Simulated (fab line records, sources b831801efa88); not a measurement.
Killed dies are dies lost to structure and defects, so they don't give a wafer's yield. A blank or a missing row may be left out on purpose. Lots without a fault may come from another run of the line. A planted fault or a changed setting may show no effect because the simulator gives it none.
One fault seen from 2 desks | flow sky130 | each desk has only its own numbers; what lay behind them comes last

THE METROLOGY DESK
What the gauges read, lot by lot, whatever tool the lot ran on: means of the sampled wafers that have a number. A lot is out of limits, marked OUT, if its mean lies more than 4 standard deviations from the usual mean; the brackets give that distance.
Columns: A = SONOS_TUNNEL_OVL at SKY_SONOS_TUNNEL_OVL_MEAS_08, usual 0.4 nm; B = GATE_OXIDE_TW at SKY_GATE_OXIDE_TW_MEAS_14, usual 225.2; C = LDD_LDN_OVL at SKY_LDD_LDN_OVL_MEAS_07, usual -0.2 nm
lot  | first seen here | A    | B     | C
L958 | day 12 08:37    | 0.5  | 227.7 | -0.6
L957 | day 12 10:17    | 0.6  | 222.5 | -0.4
L960 | day 13 04:32    | 0.3  | 222.3 | -1.1
L961 | day 13 11:02    | 2.2  | 224.1 | 0.3
L969 | day 16 00:52    | 0.8  | 227.5 | 0.1
L970 | day 16 11:46    | 1.0  | 225.7 | -1.8
L971 | day 16 19:34    | -0.5 | 224.9 | 0.3
L972 | day 17 01:44    | 2.0  | 223.8 | -0.9
L973 | day 17 07:07    | -1.2 | 224.7 | 0.5
L974 | day 17 14:28    | -2.3 | 227.4 | -0.4
L975 | day 17 23:44    | -0.4 | 226.5 | 0.2
L978 | day 19 02:04    | -0.9 | 224.6 | -1.8
L979 | day 19 09:53    | 0.3  | 225.4 | -0.5
This desk's finding: nothing out of limits on any of the 13 lots.

THE TOOL OWNER'S DESK: cmp-01
The tool's own readings at SKY_CONTACT_CMP_27 (polishes, stops on SiO2, t overpolish 15 s, target thk 0 nm): means of the sampled wafers that have a number, for each lot that ran on this tool. A lot is out of limits, marked OUT, if its mean lies more than 4 standard deviations from the usual mean; the brackets give that distance.
Columns: A = motor_current_A at SKY_CONTACT_CMP_27, usual 11.1 A; B = overpolish_run_s at SKY_CONTACT_CMP_27, usual 15.001 s; C = slurry_filter_dp_kPa at SKY_CONTACT_CMP_27, usual 13.52 kPa; D = time_to_endpoint_s at SKY_CONTACT_CMP_27, usual 82.0 s
lot  | first seen here | A    | B                       | C     | D
L957 | day 33 05:38    | 11.1 | 14.998                  | 13.49 | 79.2
L958 | day 33 06:41    | 11.3 | 15.002                  | 13.55 | 79.1
L960 | day 33 22:22    | 10.5 | 9.999 (-99 or more) OUT | 13.53 | 93.8 (+4.1) OUT
L969 | day 36 20:32    | 10.0 | 15.002                  | 13.48 | 77.9
L972 | day 37 15:13    | 10.6 | 15.011                  | 13.52 | 83.9
L973 | day 37 18:54    | 10.6 | 15.005                  | 13.50 | 81.6
This desk's finding: out of limits on L960; first on L960, day 33 22:22 (overpolish_run_s at SKY_CONTACT_CMP_27). In limits: L957, L958, L969, L972, L973.

PUT TOGETHER
The tool owner's desk could have raised an alarm at day 33 22:22, on L960.
The metrology desk saw nothing out of limits.
The metrology desk has L960 on record, within its limits.
Of the lots named, all ran SKY_CONTACT_CMP_27 on cmp-01.

WHAT THE SIMULATOR HAD PUT IN
Process parameter drift: cmp-01, from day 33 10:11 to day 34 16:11, at SKY_CONTACT_CMP_27. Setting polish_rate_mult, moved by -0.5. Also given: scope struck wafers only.
Lots struck among those shown: L960.
Hours from the fault's start to each desk's first reading out of limits: the tool owner's desk, 12.
